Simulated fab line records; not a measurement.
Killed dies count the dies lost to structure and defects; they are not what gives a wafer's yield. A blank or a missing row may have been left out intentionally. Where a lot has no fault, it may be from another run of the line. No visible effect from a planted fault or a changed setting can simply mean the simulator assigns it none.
Chamber matching ; flow gf180mcu ; 4 sister chambers for GF_V2_CMP_04 on cmp-02
The step polishes SiO2. 8 wafers are shown with their chamber, then 10 later ones without.

== WAFERS WITH THEIR CHAMBER ==
wafer;chamber;motor_current_A (A);time_to_endpoint_s (s)
L075.2;1;12.9;79
L080.4;2;13.5;88
L081.5;3;13.6;92
L081.6;2;13.5;90
L086.1;1;13.4;94
L086.6;0;11.9;87
L089.1;3;12.9;73
L089.2;0;12.0;87

== WAFERS WITH NO CHAMBER GIVEN ==
wafer;motor_current_A (A);time_to_endpoint_s (s)
L089.3;13.9;74
L092.2;13.5;85
L092.5;13.1;92
L092.6;13.4;91
L094.2;13.6;85
L094.3;13.3;77
L094.4;11.5;88
L095.2;13.8;84
L095.4;13.3;96
L095.6;13.7;96

== EACH ONE'S CHAMBER ==
wafer;from the rows above;in truth
L089.3;can't be placed: 2 or 3 or 1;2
L092.2;can't be placed: 2 or 3 or 1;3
L092.5;can't be placed: 1 or 3 or 2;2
L092.6;can't be placed: 2 or 1 or 3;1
L094.2;can't be placed: 2 or 3 or 1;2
L094.3;can't be placed: 3 or 1 or 2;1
L094.4;0;0
L095.2;can't be placed: 2 or 3 or 1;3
L095.4;can't be placed: 2 or 1 or 3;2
L095.6;can't be placed: 2 or 1 or 3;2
Placed correctly: 1 of 10. Can't be placed from these rows: 9 (the true chamber is among the candidates in 9). Number placed wrongly: 0.
How it was worked out, from the rows above alone: a wafer's distance from a chamber is the root of the sum, over the readings, of the square of ((its reading less the chamber's mean) divided by the reading's scatter). If the next closest chamber is less than 2 further off than the closest, the wafer can't be placed; otherwise it belongs to the closest. The mean given for a chamber averages the wafers shown for that chamber. The scatter: take each reading less its chamber's mean, square it, sum over the shown wafers, divide by the number of wafers less the number of chambers, and take the root.
